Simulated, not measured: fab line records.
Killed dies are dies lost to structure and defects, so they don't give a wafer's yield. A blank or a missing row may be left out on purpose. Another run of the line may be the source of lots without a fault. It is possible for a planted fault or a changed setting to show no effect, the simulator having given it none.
Which tool is to blame? + flow sky130 + 11 lots with 32 wafers sampled at 4 steps, on a route of 708 steps

== WHAT EACH GAUGE READ, for each wafer ==
SKY_SPACER_THK_MEAS_01. Usual: SPACER_CVD_00_THK 43.0 nm, standard deviation 0.41.
| lot  | measured     | on            | SPACER_CVD_00_THK (nm) | flag |
|------|--------------|---------------|------------------------|------|
| L235 | day 24 03:40 | film metro-03 | 43.2 43.2 43.1         |      |
| L236 | day 24 13:02 | film metro-03 | 46.3 46.1 46.4         | OFF  |
| L237 | day 24 23:10 | film metro-04 | 46.2 46.8 46.4         | OFF  |
| L244 | day 27 09:56 | film metro-03 | 43.0 42.8 42.9         |      |
| L246 | day 28 04:48 | film metro-04 | 42.7 42.5 42.8         |      |
| L248 | day 28 15:09 | film metro-01 | 42.5 42.7 42.5         |      |
| L251 | day 30 14:31 | film metro-03 | 43.7 43.4 43.1         |      |
| L252 | day 30 15:44 | film metro-03 | 42.9 43.1 42.8         |      |
| L250 | day 30 16:56 | film metro-03 | 42.6 43.1              |      |
| L253 | day 30 16:56 | film metro-04 | 42.8 42.6 42.8         |      |
| L254 | day 30 18:08 | film metro-03 | 43.6 43.5 43.1         |      |

SKY_LI_CONTACT_BOW_MEAS_03. Usual: LI_CONTACT_BOW 57 um, standard deviation 6.5.
| lot  | measured     | on            | LI_CONTACT_BOW (um) | flag |
|------|--------------|---------------|---------------------|------|
| L235 | day 29 02:07 | film metro-04 | 64 45 62            |      |
| L236 | day 29 10:06 | film metro-04 | 64 56 61            |      |
| L237 | day 29 20:40 | film metro-02 | 49 40 58            |      |
| L244 | day 32 05:41 | film metro-04 | 64 52 55            |      |
| L246 | day 32 22:34 | film metro-02 | 57 46 53            |      |
| L248 | day 33 06:24 | film metro-02 | 67 62 50            |      |
| L251 | day 35 03:11 | film metro-03 | 59 51 62            |      |
| L252 | day 35 04:13 | film metro-04 | 59 54 49            |      |
| L250 | day 35 07:05 | film metro-02 | 60 46               |      |
| L253 | day 35 06:50 | film metro-02 | 47 61 47            |      |
| L254 | day 35 07:30 | film metro-02 | 68 65 65            |      |

== EACH LOT AND THE TOOL THAT RAN IT (in order: tool; ch and the chambers of the sampled wafers; start) ==
| lot  | SKY_SPACER_CVD_00           | SKY_SPACER_ETCHBACK_02             |
|------|-----------------------------|------------------------------------|
| L235 | lpcvd-02 ch 1, day 24 02:26 | rie diel-02 ch 1,2,3, day 24 03:42 |
| L236 | lpcvd-02 ch 1, day 24 11:49 | rie diel-03 ch 0,1,2, day 24 13:05 |
| L237 | lpcvd-02 ch 1, day 24 21:57 | rie diel-03 ch 0,1,2, day 24 23:13 |
| L244 | lpcvd-02 ch 1, day 27 08:43 | rie diel-01 ch 0,2,3, day 27 09:59 |
| L246 | lpcvd-02 ch 0, day 28 03:34 | rie diel-02 ch 0,1,3, day 28 04:50 |
| L248 | lpcvd-02 ch 0, day 28 13:57 | rie diel-01 ch 1,2,3, day 28 15:13 |
| L251 | lpcvd-02 ch 0, day 30 13:19 | rie diel-01 ch 0,3, day 30 14:34   |
| L252 | lpcvd-02 ch 1, day 30 14:31 | rie diel-01 ch 2,3, day 30 15:47   |
| L250 | lpcvd-02 ch 0, day 30 15:43 | rie diel-02 ch 0,1, day 30 16:59   |
| L253 | lpcvd-02 ch 0, day 30 15:43 | rie diel-03 ch 0,1,3, day 30 16:59 |
| L254 | lpcvd-02 ch 0, day 30 16:55 | rie diel-02 ch 0,2,3, day 30 18:11 |
- SKY_SPACER_CVD_00: deposits Si3N4 from DCS/NH3, target thk 43.1 nm, time 740 s.
- SKY_SPACER_ETCHBACK_02: etches Si3N4 in CH3F/O2, stops on SiO2, time 46.7 s, target depth 45 nm.

== AS READ BY THE TOOLS THEMSELVES (means over the sampled wafers that have a number; for cases with no such wafer, the mark the record gives instead) ==
SKY_SPACER_CVD_00. Usual: spike tc bottom C 789.2 C, standard deviation 1.
| lot  | tool     | spike tc bottom C (C) | flag |
|------|----------|-----------------------|------|
| L235 | lpcvd-02 | 789.1                 |      |
| L236 | lpcvd-02 | 788.3                 |      |
| L237 | lpcvd-02 | 788.8                 |      |
| L244 | lpcvd-02 | 789.0                 |      |
| L246 | lpcvd-02 | 787.6                 |      |
| L248 | lpcvd-02 | 790.2                 |      |
| L251 | lpcvd-02 | 789.6                 |      |
| L252 | lpcvd-02 | 788.7                 |      |
| L250 | lpcvd-02 | 789.6                 |      |
| L253 | lpcvd-02 | 788.7                 |      |
| L254 | lpcvd-02 | 790.0                 |      |

SKY_SPACER_ETCHBACK_02. Usual: bias w 80.03 W, standard deviation 0.26; drypump motor current A 5.9 A, standard deviation 0.5; oes product au 0.854 a.u., standard deviation 0.0065; throttle valve pct 10.562 %, standard deviation 0.0087.
| lot  | tool        | bias w (W) | drypump motor current A (A) | oes product au (a.u.) | throttle valve pct (%) | flag |
|------|-------------|------------|-----------------------------|-----------------------|------------------------|------|
| L235 | rie diel-02 | 80.15      | 6.3                         | 0.850                 | 10.559                 |      |
| L236 | rie diel-03 | 80.26      | 6.2                         | 0.893                 | 10.574                 | OFF  |
| L237 | rie diel-03 | 80.06      | 6.2                         | 0.890                 | 10.570                 | OFF  |
| L244 | rie diel-01 | 80.18      | 5.5                         | 0.857                 | 10.559                 |      |
| L246 | rie diel-02 | 80.03      | 6.1                         | 0.848                 | 10.565                 |      |
| L248 | rie diel-01 | 79.99      | 5.3                         | 0.850                 | 10.558                 |      |
| L251 | rie diel-01 | 79.85      | 5.9                         | 0.859                 | 10.567                 |      |
| L252 | rie diel-01 | 80.35      | 5.3                         | 0.856                 | 10.559                 |      |
| L250 | rie diel-02 | 80.20      | 6.1                         | 0.853                 | 10.563                 |      |
| L253 | rie diel-03 | 80.07      | 6.2                         | 0.857                 | 10.559                 |      |
| L254 | rie diel-02 | 80.20      | 5.9                         | 0.856                 | 10.564                 |      |

== THE ANSWER, worked out from the rows above alone ==
Rule: take the mean of a lot's wafers that have a number; if it is more than 3 standard deviations from the usual mean, the lot is off. Also off: a lot with no number at a reading for which 4 or more lots have one. Where the step has rows for the other lots, those lots are counted as sound. First the gauges in route order, then the tools' own readings, where a lot's mean is used as printed above. The first step at which some lot is off is used, and at that step the reading that is off furthest; a lot without a number counts as furthest.
Off: at SKY_SPACER_THK_MEAS_01 (SPACER_CVD_00_THK), L236, L237.
If a tool, at a process step before that reading, ran all the lots that are off and no sound lot after the first of them, it fits. The gauges at SKY_SPACER_THK_MEAS_01 aren't tried: what is off there is off at SKY_SPACER_ETCHBACK_02 too, on other tools, and a gauge's error can't cause that. Of those tried, none fits.

== WHAT THE SIMULATOR HAD INSERTED ==
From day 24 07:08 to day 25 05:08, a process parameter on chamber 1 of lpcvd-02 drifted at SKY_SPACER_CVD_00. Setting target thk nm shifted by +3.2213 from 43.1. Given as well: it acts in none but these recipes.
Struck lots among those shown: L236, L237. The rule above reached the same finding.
